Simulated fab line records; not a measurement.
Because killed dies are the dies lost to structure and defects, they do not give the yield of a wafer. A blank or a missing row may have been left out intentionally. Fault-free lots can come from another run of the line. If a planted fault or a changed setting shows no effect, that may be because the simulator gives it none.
Struck lot and sound lot, side by side ; flow sky130 ; 14 steps out of a route of 708
Sound: wafers L737.3, L737.4, L737.6. Struck: wafer L742.6 (left out: L742.1, L742.2 of the same lot, which were not struck); the cause appears at the end.
For every step that has rows: the tool of each side, followed by ch and its chambers, followed by its first start. Under that, the readings that differ: sound wafers ; struck wafers ; difference of the means ; sigmas: that difference in standard deviations of wafers without a fault.
alike: readings whose means differ by less than 2 such deviations, and words and numbers that are the same on both sides. not compared: withheld readings, readings that some wafer has no value for, bounds like >300 that may hide the same value, and numbers for which the record gives no deviation and whose values overlap.
A row with sigmas, a row that says differs or no value, or rows on one side alone: a step with any of these is where the two part. Numbers that have no deviation but don't overlap get no sigmas and don't part them. A reading missing from all wafers of one side parts the sides only when that side holds two or more wafers.

SKY_VIA2_BOW_MEAS_03:
  sound: filmMetro-01 at day 37 07:50; struck: filmMetro-01 at day 38 17:59
  alike: VIA2_BOW
then, 8 steps without rows for these wafers: SKY_VIA2_DEHYDRATE_04 (time 60 s); SKY_VIA2_HMDS_05 (prime time 60 s); SKY_VIA2_COAT_06 (resist thk 60 nm); SKY_VIA2_COAT_07 (resist thk 450 nm); SKY_VIA2_SOFTBAKE_08 (time 90 s); SKY_VIA2_EXPOSE_09 (exposes mask VIM2, target cd 200 nm); SKY_VIA2_PEB_10; SKY_VIA2_DEVELOP_11 (develop time 60 s).
SKY_VIA2_CD_MEAS_12: target cd 200 nm.
  sound: cdSem-01 at day 38 09:58; struck: cdSem-02 at day 39 18:37
reading;sound;struck;difference;sigmas
cdNm (nm);202.1 201.2 201.8;197.0;-4.7;-3
SKY_VIA2_OVL_MEAS_13:
  sound: overlay-01 at day 38 10:03; struck: overlay-02 at day 39 18:44
  alike: VIA2_OVL
SKY_VIA2_ETCH_14: etches BARC in N2/H2, stops on SiO2, time 45.9 s, target depth 60 nm.
  sound on rieDiel-01 ch 0,2,3, day 38 10:05; struck on rieDiel-04 ch 3, day 39 18:47
  alike: biasW, drypumpMotorCurrentA, oesProductAu, rfFwdPowerW, throttleValvePct
  not compared: rfHoursCounterH
SKY_VIA2_ETCH_15: etches SiO2 in C4F8/O2/Ar, stops on TiN, target depth 546 nm, time 84 s.
  sound on rieDiel-01 ch 0,2,3, day 38 10:07; struck on rieDiel-04 ch 3, day 39 18:49
reading;sound;struck;difference;sigmas
biasW (W);1200 1197 1199;1049;-150;-42
model.KrF-thick_of_VIA2_COAT_07.thkNm (nm);288.7 285.9 288.4;283.2;-4.5;
  alike: oesProductAu, rfFwdPowerW
  not compared: rfHoursCounterH
SKY_VIA2_STRIP_16: strips in O2/N2.
  sound on plasmaAsher-04 ch 0,1, day 38 10:13; struck on plasmaAsher-03 ch 1, day 39 18:53
  alike: drypumpMotorCurrentA, oesProductAu, stripTimeToEndpointS
  not compared: rfHoursCounterH

## WHERE THEY PART
At SKY_VIA2_CD_MEAS_12 first; at SKY_VIA2_ETCH_15 last (within this record only). Later steps at which nothing parts them and some readings are alike: SKY_VIA2_STRIP_16.

WHY: what the simulator had put in
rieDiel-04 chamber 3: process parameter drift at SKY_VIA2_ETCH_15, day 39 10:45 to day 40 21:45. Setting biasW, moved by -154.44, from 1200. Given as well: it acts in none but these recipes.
